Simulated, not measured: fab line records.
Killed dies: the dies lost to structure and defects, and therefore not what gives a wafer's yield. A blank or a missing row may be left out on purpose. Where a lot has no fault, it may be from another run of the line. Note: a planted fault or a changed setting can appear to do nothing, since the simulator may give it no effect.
Comparing a struck lot with a sound one :: flow sky130 :: 36 out of 708 route steps
Sound: wafers L282.1, L282.5, L282.6. The struck wafers were L293.1, L293.2, L293.5. At the end, the cause is stated.
Per side, at each step with rows, come the tool, then ch with its chambers, and then its first start. Under that, the readings that differ: sound wafers :: struck wafers :: difference of the means :: sigmas: that difference in standard deviations of wafers without a fault.
alike: a reading whose means differ by less than 2 such deviations, as well as words and numbers matching on both sides. not compared: withheld readings; readings where some wafer has no value; bounds like >300 that might hide an equal value; numbers whose values overlap and for which the record gives no deviation.
Wherever a step has rows on one side only, a row that says differs or no value, or a row with sigmas, the two part there. Numbers that don't overlap but have no deviation are shown without sigmas and don't part them. Lack of a reading on every wafer of one side parts them only where that side has two or more wafers.

first, 9 steps without rows for these wafers: SKY_VIA4_ETCH_12 (etches SiO2 in C4F8/O2/Ar, stops on TiN, target depth 580 nm); SKY_VIA4_STRIP_13 (strips in O2/N2); SKY_VIA4_STRIP_14 (strips in post etch residue remover, time 1200 s); SKY_VIA4_CLEAN_15 (cleans in IPA, time 180 s); SKY_VIA4_CLEAN_16 (cleans in O3/DIW); SKY_VIA4_SPUTTER_17 (material TiN, target thk 20 nm, time 80 s); SKY_VIA4_CVD_18 (deposits W, target thk 505 nm, time 152.14 s); SKY_VIA4_CMP_21 (polishes, stops on SiO2, t overpolish 25 s, target thk 0 nm); SKY_METAL5_SPUTTER_00 (material Ti, target thk 15 nm, time 10 s).
SKY_METAL5_SPUTTER_01: material TiN, target thk 20 nm, time 16.7 s.
  sound: pvd_sputter-02 at day 44 11:38; struck: pvd_sputter-02 at day 46 12:23
  alike: cathode_dc_power_W, throttle_valve_pct
then, 25 steps without rows for these wafers: SKY_METAL5_SPUTTER_02 (material AlCu, target thk 1150 nm, time 61.2 s); SKY_METAL5_SPUTTER_03 (material Ti, target thk 5 nm, time 3.3 s); SKY_METAL5_SPUTTER_04 (material TiN, target thk 70 nm, time 58.3 s); SKY_METAL5_DEHYDRATE_07 (time 60 s); SKY_METAL5_HMDS_08 (prime time 60 s); SKY_METAL5_COAT_09 (resist thk 1800 nm); SKY_METAL5_SOFTBAKE_10 (time 60 s); SKY_METAL5_EXPOSE_11 (exposes mask MM5, target cd 1600 nm); SKY_METAL5_PEB_12; SKY_METAL5_DEVELOP_13 (develop time 60 s); SKY_METAL5_DESCUM_14 (chemistry O2, time 11 s); SKY_METAL5_METAL_ETCH_15 (etches the open film in Cl2/BCl3, stops on SiO2, target depth 1260 nm, time 252 s); SKY_METAL5_STRIP_16 (strips in O2/N2); SKY_METAL5_STRIP_17 (strips in post etch residue remover, time 1200 s); SKY_METAL5_CLEAN_18 (cleans in IPA, time 180 s); SKY_METAL5_CLEAN_19 (cleans in O3/DIW); SKY_PASSIVATION_CVD_00 (deposits SiO2, target thk 90 nm); SKY_PASSIVATION_CVD_02 (deposits Si3N4, target thk 540 nm); SKY_PASSIVATION_DEHYDRATE_04 (time 60 s); SKY_PASSIVATION_HMDS_05 (prime time 60 s); SKY_PASSIVATION_COAT_06 (resist thk 3000 nm); SKY_PASSIVATION_SOFTBAKE_07; SKY_PASSIVATION_EXPOSE_08 (exposes mask NSM, target cd 3000 nm); SKY_PASSIVATION_PEB_09; SKY_PASSIVATION_DEVELOP_10 (develop time 60 s).
-- the record jumps here: 3 days lie between the struck wafers' starts before and after (it left off in module PASSIVATION and takes up again in module PAD_OPEN, whose first step shown is number 708 of the route) --
SKY_PAD_OPEN_PROBE_99:
  sound: prober-02 at day 47 07:02; struck: prober-02 at day 49 04:30
reading: defect_limited_yield (%)
sound: 82.9 85.4 82.9
struck: 82.9 78.9 78.3
difference: -3.7
sigmas: -2

reading: killed_at_M4_up
sound: 2 4 1
struck: 19 37 40
difference: +30
sigmas: +17

reading: killed_dies
sound: 84 72 84
struck: 84 104 107
difference: +18
sigmas: +2

reading: sort_bin_3_pad_short (%)
sound: 0.6 0.8 0.8
struck: 2.0 1.8 2.6
difference: +1.4
sigmas: +3

reading: sort_n_pass
sound: 408 420 408
struck: 408 388 385
difference: -18
sigmas: -2

reading: sort_yield_pct (%)
sound: 82.9 85.4 82.9
struck: 82.9 78.9 78.3
difference: -3.7
sigmas: -2

reading: model.etest.tester.sort_bin_3_pct (%)
sound: 0.6098 0.813 0.813
struck: 2.033 1.829 2.642
difference: +1.423
sigmas: 
  alike: killed_at_M0_to_M3, killed_at_contacts, killed_at_front_end, killed_at_other, killed_open, killed_short, sort_bin_5_function, sort_bin_6_memory
  not compared: model.etest.tester.sort_n_pass, model.etest.tester.sort_yield_pct, model.etest.tester.sort_bin_5_pct

## WHERE THEY PART
SKY_PAD_OPEN_PROBE_99 only, going by this record.

WHY: whatever the simulator had introduced
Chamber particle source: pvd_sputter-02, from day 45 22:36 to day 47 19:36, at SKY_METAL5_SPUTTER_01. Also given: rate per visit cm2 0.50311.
